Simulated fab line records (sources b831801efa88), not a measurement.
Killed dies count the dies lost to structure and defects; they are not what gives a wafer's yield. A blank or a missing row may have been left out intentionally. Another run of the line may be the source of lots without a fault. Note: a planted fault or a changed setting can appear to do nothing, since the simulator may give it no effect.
Comparing a struck lot with a sound one :: flow gf180mcu :: 15 out of 602 route steps
Sound: these wafers, L985.1, L985.5, L985.6. Struck: wafer L991.3 (L991.1, L991.2, from the same lot, were not struck and are left out); the cause is given at the end.
Each step with rows lists, per side, the tool, then ch with its chambers, then its first start. Under that, the readings that differ: sound wafers :: struck wafers :: difference of the means :: sigmas: that difference in standard deviations of wafers without a fault.
alike: a reading whose means differ by less than 2 such deviations, as well as words and numbers matching on both sides. not compared: withheld readings; readings where some wafer has no value; bounds like >300 that might hide an equal value; numbers whose values overlap and for which the record gives no deviation.
The two part at a step that has a row with sigmas, a row that says differs or no value, or rows on one side only. When numbers do not overlap yet have no deviation, they are printed without sigmas and do not part them. Lack of a reading on every wafer of one side parts them only where that side has two or more wafers.

first, 5 steps without rows for these wafers: GF_V2_COAT_09 (resist thk 1000 nm); GF_V2_SOFTBAKE_10 (time 60 s); GF_V2_EXPOSE_11 (exposes mask Via2, target cd 260 nm); GF_V2_PEB_12 (peb time 90 s); GF_V2_DEVELOP_13 (develop time 60 s).
GF_V2_CD_MEAS_14 targets a cd of 260 nm.
  struck on cd_sem-01, day 24 02:13; sound on cd_sem-01, day 22 06:41
  alike: cd_nm
GF_V2_OVL_MEAS_15:
  struck on overlay-02, day 24 02:20; sound on overlay-02, day 22 06:48
reading: V2_OVL (nm)
sound: 11 7 5
struck: -7
difference: -15
sigmas: -2
GF_V2_ETCH_16: etches BARC in N2/H2.
  sound on rie_diel-03 ch 0,3, day 22 06:50; struck on rie_diel-02 ch 1, day 24 02:22
reading: drypump_motor_current_A (A)
sound: 5.3 5.3 6.0
struck: 6.6
difference: +1.1
sigmas: +2
  alike: oes_product_au, throttle_valve_pct
GF_V2_ETCH_17: etches SiO2 in C4F8/O2/Ar, stops on TiN, target depth 630 nm.
  sound: rie_diel-03 ch 0,3; struck: rie_diel-02 ch 1
  alike: oes_product_au
GF_V2_STRIP_18: strips in O2/N2.
  sound on plasma_asher-01 ch 0,1, day 22 06:58; struck on plasma_asher-02 ch 0, day 24 02:29
  alike: drypump_motor_current_A, heater_power_w, oes_product_au
  not compared: rf_hours_counter_h
then, 2 steps without rows for these wafers: GF_V2_STRIP_19 (strips in post etch residue remover, time 1200 s); GF_V2_CLEAN_20 (cleans in DIW).
GF_V2_SPUTTER_21: material Ti, target thk 15 nm, time 80.02 s.
  struck on pvd_sputter-04, day 24 03:04; sound on pvd_sputter-04, day 22 07:29
reading: model.Ti_of_V2_SPUTTER_21.thk_nm (nm)
sound: 14.63 14.67 14.9
struck: 17.36
difference: +2.63
sigmas: 
  alike: chamber_pressure_pa, throttle_valve_pct
GF_V2_SPUTTER_22: material TiN, target thk 10 nm, time 40 s.
  struck on pvd_sputter-04, day 24 03:08; sound on pvd_sputter-04, day 22 07:34
  alike: chamber_pressure_pa, throttle_valve_pct
following that, these wafers have no rows for 1 step: GF_PASSIVATION_PROBE_99.

== WHERE THEY PART ==
Last at GF_V2_ETCH_16 as far as this record goes, first at GF_V2_OVL_MEAS_15. Later steps at which nothing parts them and some readings are alike: GF_V2_ETCH_17, GF_V2_STRIP_18, GF_V2_SPUTTER_21, GF_V2_SPUTTER_22.

WHY: the cause the simulator had injected
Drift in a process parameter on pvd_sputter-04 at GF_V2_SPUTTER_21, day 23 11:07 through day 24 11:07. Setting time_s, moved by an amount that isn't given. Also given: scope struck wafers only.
